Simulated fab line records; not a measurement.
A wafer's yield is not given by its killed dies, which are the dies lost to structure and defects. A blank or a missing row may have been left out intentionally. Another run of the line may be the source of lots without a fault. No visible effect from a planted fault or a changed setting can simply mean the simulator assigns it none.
Matching of chambers + flow sky130 + 4 sister chambers for SKY_POLY_CUT_ETCH_11 on rie diel-04
The step etches Si3N4 in CF4/CH2F2/Ar, stops on poly-Si, time 42.5 s, target depth 60 nm. 14 wafers are shown with their chamber, then 7 later ones without.

## EACH WAFER AND ITS CHAMBER
| wafer  | chamber | throttle valve pct (%) | cf4 flow sccm (sccm) | oes product au (a.u.) |
|--------|---------|------------------------|----------------------|-----------------------|
| L532.1 | 3       | 14.994                 | 40.03                | 0.831                 |
| L532.2 | 2       | 14.993                 | 40.09                | 0.837                 |
| L532.5 | 1       | 14.990                 | 40.04                | 0.827                 |
| L534.1 | 2       | 14.992                 | 40.02                | 0.829                 |
| L534.3 | 3       | 14.995                 | 40.20                | 0.833                 |
| L534.4 | 1       | 14.991                 | 39.85                | 0.830                 |
| L538.1 | 3       | 15.000                 | 40.09                | 0.836                 |
| L538.3 | 0       | 15.007                 | 40.00                | 0.835                 |
| L538.4 | 1       | 14.997                 | 39.87                | 0.839                 |
| L541.1 | 0       | 15.014                 | 39.94                | 0.830                 |
| L541.3 | 2       | 14.978                 | 39.80                | 0.832                 |
| L541.4 | 1       | 14.999                 | 40.10                | 0.829                 |
| L544.1 | 3       | 14.997                 | 40.04                | 0.814                 |
| L544.3 | 1       | 14.987                 | 40.05                | 0.822                 |

SIGNATURES (averages over the wafers above)
| reading            | chamber 0 | chamber 1 | chamber 2 | chamber 3 | scatter within a chamber |
|--------------------|-----------|-----------|-----------|-----------|--------------------------|
| throttle valve pct | 15.01050  | 14.99280  | 14.98767  | 14.99650  | 0.00536                  |
| cf4 flow sccm      | 39.9700   | 39.9820   | 39.9700   | 40.0900   | 0.108                    |
| oes product au     | 0.83250   | 0.82940   | 0.83267   | 0.82850   | 0.00701                  |
Rule: for each reading, subtract the chamber's mean from the wafer's reading, divide by that reading's scatter and square the result; add these up over the readings and take the root, which gives the wafer's distance from the chamber. If the next closest chamber is less than 2 further off than the closest, the wafer can't be placed; otherwise it belongs to the closest. The scatter: the root of (the sum of the squares of (reading less its chamber's mean) over the shown wafers, divided by (wafers less chambers)).

## WAFERS WITHOUT THEIR CHAMBER
| wafer  | throttle valve pct (%) | cf4 flow sccm (sccm) | oes product au (a.u.) |
|--------|------------------------|----------------------|-----------------------|
| L544.4 | 14.993                 | 39.92                | 0.825                 |
| L545.1 | 14.980                 | 40.06                | 0.828                 |
| L545.2 | 15.005                 | 40.06                | 0.834                 |
| L545.6 | 14.979                 | 40.12                | 0.821                 |
| L553.2 | 14.980                 | 40.13                | 0.828                 |
| L553.4 | 15.008                 | 40.12                | 0.833                 |
| L553.5 | 14.985                 | 40.02                | 0.837                 |

## CHAMBER TAKEN BY EACH
| wafer  | from the rows above          | in truth |
|--------|------------------------------|----------|
| L544.4 | can't be placed: 1 or 2 or 3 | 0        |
| L545.1 | can't be placed: 2 or 1 or 3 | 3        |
| L545.2 | can't be placed: 0 or 3 or 1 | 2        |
| L545.6 | can't be placed: 2 or 1 or 3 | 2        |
| L553.2 | can't be placed: 2 or 1 or 3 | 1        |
| L553.4 | can't be placed: 0 or 3 or 1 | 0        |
| L553.5 | can't be placed: 2 or 1 or 3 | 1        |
Correctly placed: 0 of 7. Can't be placed from these rows: 7 (the true chamber is among the candidates in 5). Wrongly placed: 0.
